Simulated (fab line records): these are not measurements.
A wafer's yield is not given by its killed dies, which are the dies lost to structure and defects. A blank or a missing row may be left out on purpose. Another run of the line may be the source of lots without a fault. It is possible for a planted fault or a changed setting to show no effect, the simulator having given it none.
Chamber matching -- flow gf180mcu -- GF_V4_CMP_04 on cmp-02: 4 sister chambers
The step polishes SiO2. 36 wafers are shown with their chamber, then 12 later ones without.

== WAFERS, EACH WITH ITS CHAMBER ==
wafer,chamber,motorCurrentA (A),timeToEndpointS (s),retainingRingPressureFrac
L075.2,3,11.8,82,0.996
L075.3,0,10.4,86,1.006
L075.4,2,10.1,81,1.000
L077.2,0,10.5,77,0.999
L077.3,3,11.8,76,1.000
L077.5,0,10.6,86,0.999
L078.1,0,11.0,82,1.005
L078.4,2,10.8,83,0.990
L078.6,3,12.0,93,1.004
L079.2,1,11.9,85,0.991
L079.4,2,9.5,83,1.003
L079.5,3,11.9,88,0.996
L081.1,0,10.6,82,1.004
L081.2,2,10.1,76,0.992
L081.3,1,11.9,83,1.004
L082.1,3,11.9,86,0.994
L082.3,1,12.1,91,1.008
L082.5,2,10.2,84,1.004
L085.3,1,11.5,82,1.010
L085.4,3,11.9,92,0.998
L085.6,2,10.6,83,0.991
L086.2,1,11.1,82,1.001
L086.3,3,11.5,82,0.991
L086.6,1,11.1,84,1.004
L088.4,3,11.7,87,0.995
L088.5,0,11.1,79,0.999
L088.6,3,11.6,79,0.996
L089.3,0,10.7,81,0.992
L089.4,2,9.8,85,0.997
L089.5,3,11.8,88,0.996
L090.1,2,10.4,81,0.990
L090.2,1,11.4,81,0.989
L090.6,0,10.9,87,1.008
L091.2,3,11.4,87,1.005
L091.4,1,11.3,91,1.003
L091.5,1,11.9,91,0.995

SIGNATURES (averages over the wafers above)
reading,chamber 0,chamber 1,chamber 2,chamber 3,scatter within a chamber
motorCurrentA,10.725,11.578,10.188,11.755,0.315
timeToEndpointS,82.50,85.56,82.00,85.45,4.19
retainingRingPressureFrac,1.00150,1.00056,0.99587,0.99736,0.00569
Rule: a wafer lies at a distance from a chamber equal to the root of the sum of squares, over the readings, of (its reading less the chamber's mean, divided by the reading's scatter). If the next closest chamber is less than 2 further off than the closest, the wafer can't be placed; otherwise it belongs to the closest. The scatter: the root of (the sum of the squares of (reading less its chamber's mean) over the shown wafers, divided by (wafers less chambers)).

== WAFERS WITHOUT THEIR CHAMBER ==
wafer,motorCurrentA (A),timeToEndpointS (s),retainingRingPressureFrac
L092.1,10.6,76,0.994
L092.4,10.0,81,0.995
L092.5,11.0,86,1.005
L094.1,10.5,90,1.005
L094.4,10.8,96,0.993
L094.6,12.1,97,0.997
L095.4,10.4,86,0.999
L095.5,11.0,96,1.002
L095.6,10.3,84,0.997
L097.2,11.4,86,1.003
L097.3,9.7,72,1.006
L097.4,10.2,82,1.004

== CHAMBER TAKEN BY EACH ==
wafer,from the rows above,in truth
L092.1,can't be placed: 2 or 0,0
L092.4,can't be placed: 2 or 0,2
L092.5,can't be placed: 0 or 1 or 3 or 2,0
L094.1,can't be placed: 0 or 2 or 1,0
L094.4,can't be placed: 0 or 1 or 2 or 3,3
L094.6,can't be placed: 3 or 1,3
L095.4,can't be placed: 2 or 0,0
L095.5,can't be placed: 1 or 0 or 3 or 2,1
L095.6,can't be placed: 2 or 0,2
L097.2,can't be placed: 1 or 3 or 0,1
L097.3,can't be placed: 2 or 0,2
L097.4,can't be placed: 2 or 0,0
Placed correctly: 0 of 12. Can't be placed from these rows: 12 (the true chamber is among the candidates in 12). 0 placed wrongly.
